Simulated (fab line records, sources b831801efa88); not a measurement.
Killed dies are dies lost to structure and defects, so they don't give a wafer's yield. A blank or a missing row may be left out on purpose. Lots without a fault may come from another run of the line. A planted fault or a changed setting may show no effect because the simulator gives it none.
Chamber matching | flow gf180mcu | GF_V1_CMP_26 on cmp-02: 4 sister chambers
The step polishes, stops on SiO2, t overpolish 15 s, target thk 0 nm. 8 wafers are shown with their chamber, then 8 later ones without.

WAFERS WITH THEIR CHAMBER
wafer  | chamber | motor_current_A (A) | time_to_endpoint_s (s)
L307.5 | 0       | 10.4                | 80
L310.1 | 1       | 13.0                | 87
L322.2 | 3       | 12.0                | 72
L322.5 | 1       | 13.0                | 83
L324.1 | 2       | 11.3                | 83
L324.3 | 3       | 11.3                | 80
L324.6 | 2       | 10.4                | 87
L327.2 | 0       | 10.4                | 79

WAFERS WITHOUT THEIR CHAMBER
wafer  | motor_current_A (A) | time_to_endpoint_s (s)
L327.3 | 11.1                | 85
L327.4 | 11.3                | 78
L328.2 | 11.8                | 80
L328.4 | 11.1                | 85
L328.6 | 11.0                | 77
L329.2 | 10.9                | 86
L329.5 | 11.0                | 84
L329.6 | 11.4                | 78

WHICH CHAMBER EACH WENT THROUGH
wafer  | from the rows above          | in truth
L327.3 | can't be placed: 2 or 0      | 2
L327.4 | can't be placed: 3 or 0 or 2 | 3
L328.2 | can't be placed: 3 or 2      | 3
L328.4 | can't be placed: 2 or 0      | 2
L328.6 | can't be placed: 3 or 0 or 2 | 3
L329.2 | can't be placed: 2 or 0      | 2
L329.5 | can't be placed: 2 or 0      | 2
L329.6 | can't be placed: 3 or 2 or 0 | 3
Placed correctly: 0 of 8. Can't be placed from these rows: 8 (the true chamber is among the candidates in 8). Placed wrongly: 0.
How it was worked out, from the rows above alone: a wafer's distance from a chamber is the root of the sum, over the readings, of the square of ((its reading less the chamber's mean) divided by the reading's scatter). The wafer belongs to the nearest chamber; if the next one is less than 2 further off, it can't be placed. A chamber's mean is the mean of its shown wafers. The scatter: the root of (the sum of the squares of (reading less its chamber's mean) over the shown wafers, divided by (wafers less chambers)).
